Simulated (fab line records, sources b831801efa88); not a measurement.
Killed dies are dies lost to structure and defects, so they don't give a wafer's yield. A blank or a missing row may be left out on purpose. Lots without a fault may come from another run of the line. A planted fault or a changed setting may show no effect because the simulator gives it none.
Problem report in the 8D (eight disciplines) form, filled by code | flow gf180mcu | the parts of the form that need people (team, actions taken, sign-off) are left out

1. THE PROBLEM
MVPSD_RS at GF_VT_IMPLANT_RS_MEAS_49 reads a mean of 1212 ohm/sq on 6 wafers of 2 lots; wafers without a fault read 1169 ohm/sq with a standard deviation of 3.2. That is +14 standard deviations from the usual mean.
The step: measures by four-point-probe.
First seen on wafer L507.3, day 10 10:11, on film_metro-03. The record holds 39 wafers of 13 lots with a number at this step. Rule for "out", or "out of limits": more than 4 standard deviations from the usual mean. The other wafers with a number count as sound.

2. WHAT IT IS AND WHAT IT IS NOT
question                    | is                           | is not
which readings at this step | MVPSD_RS                     | -
which lots                  | L507, L509                   | L497, L498, L500, L501, L502, L510, L513, L514, L515, L519, L520
which wafers of those lots  | all that have a number       | -
read on which gauges        | film_metro-03, film_metro-04 | film_metro-01
when                        | from day 10 10:11            | up to then (15 sound wafers); but 18 sound wafers of L510, L513, L514, L515, L519, L520 came after

3. SUSPECTS, AND WHAT RULES EACH OUT
Counting: a tool at a process step up to the reading stays a suspect if it ran every lot that is out and no sound lot after the first of them.
- the gauge at GF_VT_IMPLANT_RS_MEAS_49: ruled out. The wafers that are out were read on 2 gauges (film_metro-03, film_metro-04).
- implanter-04 at GF_MVPSD_IMPLANT_09: kept. It ran every lot that is out, first L507 (day 7 13:25), and no sound lot after that; its last sound lot up to then is L500 (day 5 19:16). Its own readings are out on those wafers: beam_on_s, faraday_current_uA.
Left after counting: implanter-04 at GF_MVPSD_IMPLANT_09.

4. THE CAUSE (what the simulator had put in)
Process parameter drift: implanter-04, from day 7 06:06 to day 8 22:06, at GF_MVPSD_IMPLANT_09. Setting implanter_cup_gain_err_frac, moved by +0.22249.
Counting left only this tool.

5. THE CHAIN OF EFFECTS, in route order
Each row: a reading whose mean over the struck wafers that have a number lies more than 3 standard deviations from the usual. Only readings for which the record gives a usual standard deviation are gone through. hours: the time from each lot's start at the first step in this table that gives one to its start at this step, as a median over the lots. sigmas: the change in usual standard deviations.
hours | step                     | reading            | usual       | on struck wafers | change | sigmas
0     | GF_MVPSD_IMPLANT_09      | beam_on_s          | 10.02 s     | 8.19             | -1.83  | -9.1
0     | GF_MVPSD_IMPLANT_09      | faraday_current_uA | 28.2        | 34.5             | +6.3   | +11
70    | GF_VT_IMPLANT_RS_MEAS_49 | MVPSD_RS           | 1169 ohm/sq | 1212             | +44    | +14
The process steps in it:
- GF_MVPSD_IMPLANT_09
Later measuring or inspecting steps at which every struck wafer that the step has a row for has a number for every such reading, and none has moved that far: GF_DUAL_GATE_THK_MEAS_03, GF_V1_THK_MEAS_01.

6. WHAT WOULD HAVE CAUGHT IT SOONER
In this record the first reading out of limits at a measuring or inspecting step was taken at day 10 10:11, 76 hours after the fault began at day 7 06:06.
The tool's own readings at GF_MVPSD_IMPLANT_09 were out on every struck wafer that the step has a row for (beam_on_s, faraday_current_uA): an alarm limit on them would have fired on the first of those.
All the lots that are out (2) had begun GF_MVPSD_IMPLANT_09 on implanter-04 by day 10 10:11. A hold on the tool at that time would have spared none of them.
